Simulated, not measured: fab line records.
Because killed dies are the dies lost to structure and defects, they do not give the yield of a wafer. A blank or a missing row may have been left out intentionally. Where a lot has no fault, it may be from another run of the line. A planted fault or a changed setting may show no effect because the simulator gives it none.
Which tool is to blame? + flow gf180mcu + 7 lots, 21 wafers sampled, at 3 steps of a route of 602

== WHAT THE GAUGES READ, wafer by wafer ==
GF_POLY_GATE_THK_MEAS_01.
| lot  | measured     | on            | POLY_GATE_CVD_00_THK (nm) |
|------|--------------|---------------|---------------------------|
| L297 | day 10 00:22 | film-metro-02 | 197.3 196.6 197.6         |
| L302 | day 11 13:03 | film-metro-01 | 399.7 398.4 399.0         |
| L304 | day 11 21:14 | film-metro-04 | 397.4 397.5 399.7         |
| L309 | day 13 08:34 | film-metro-01 | 200.8 199.7 201.7         |
| L311 | day 14 02:02 | film-metro-01 | 201.4 201.6 203.0         |
| L313 | day 14 15:28 | film-metro-04 | 202.7 201.3 202.5         |
| L315 | day 15 04:09 | film-metro-01 | 201.0 202.2 201.2         |

== WHAT TOOL EACH LOT RAN ON (gives the tool, then ch and the chambers of the sampled wafers, and finally the start) ==
| lot  | GF_STI_CMP_25                | GF_POLY_GATE_CVD_00         |
|------|------------------------------|-----------------------------|
| L297 | cmp-01 ch 0,2,3, day 3 04:11 | lpcvd-02 ch 0, day 9 23:02  |
| L302 | cmp-01 ch 0,2,3, day 4 04:07 | lpcvd-02 ch 0, day 11 08:22 |
| L304 | cmp-01 ch 0,2,3, day 4 12:40 | lpcvd-02 ch 0, day 11 16:34 |
| L309 | cmp-01 ch 0,1,2, day 5 16:01 | lpcvd-01 ch 0, day 13 07:14 |
| L311 | cmp-01 ch 1,2,3, day 6 02:35 | lpcvd-01 ch 0, day 14 00:41 |
| L313 | cmp-02 ch 0,1,3, day 6 13:26 | lpcvd-01 ch 0, day 14 14:08 |
| L315 | cmp-01 ch 2,3, day 6 23:29   | lpcvd-01 ch 1, day 15 02:48 |
- GF_STI_CMP_25: polishes, stops on Si3N4, t overpolish 33 s, target thk 524.6 nm.
- GF_POLY_GATE_CVD_00: deposits poly-Si, target thk 200 nm, time 1200 s.

== THE ANSWER, worked out from the rows above alone ==
Rule: the lots themselves supply what counts as usual. The widest of any qualifying gaps counts: lots, ordered by their means at a reading, are off when they make up no more than a third of the lots, leave a main group of 4 or more, and stand apart from it by 3 or more times the standard deviation of that group's means. If all means in a main group match to the digits the tables above print for the reading, that group is not used. Also off: a lot with no number at a reading for which 4 or more lots have one. Any other lot the step has rows for is counted as sound.
Off: at GF_POLY_GATE_THK_MEAS_01 (POLY_GATE_CVD_00_THK), L302, L304. Mean 200.7 nm and standard deviation 1.8 in the main group.
A tool fits if, at a process step before that reading, it ran every lot that is off, and no sound lot after the first of them. Gauges at GF_POLY_GATE_THK_MEAS_01: tried the same way as those tools. One fits: lpcvd-02 at GF_POLY_GATE_CVD_00. Its last sound lot is L297 (day 9 23:02), its first lot that is off L302 (day 11 08:22): a fault that began between those two fits.

== WHAT THE SIMULATOR HAD INSERTED ==
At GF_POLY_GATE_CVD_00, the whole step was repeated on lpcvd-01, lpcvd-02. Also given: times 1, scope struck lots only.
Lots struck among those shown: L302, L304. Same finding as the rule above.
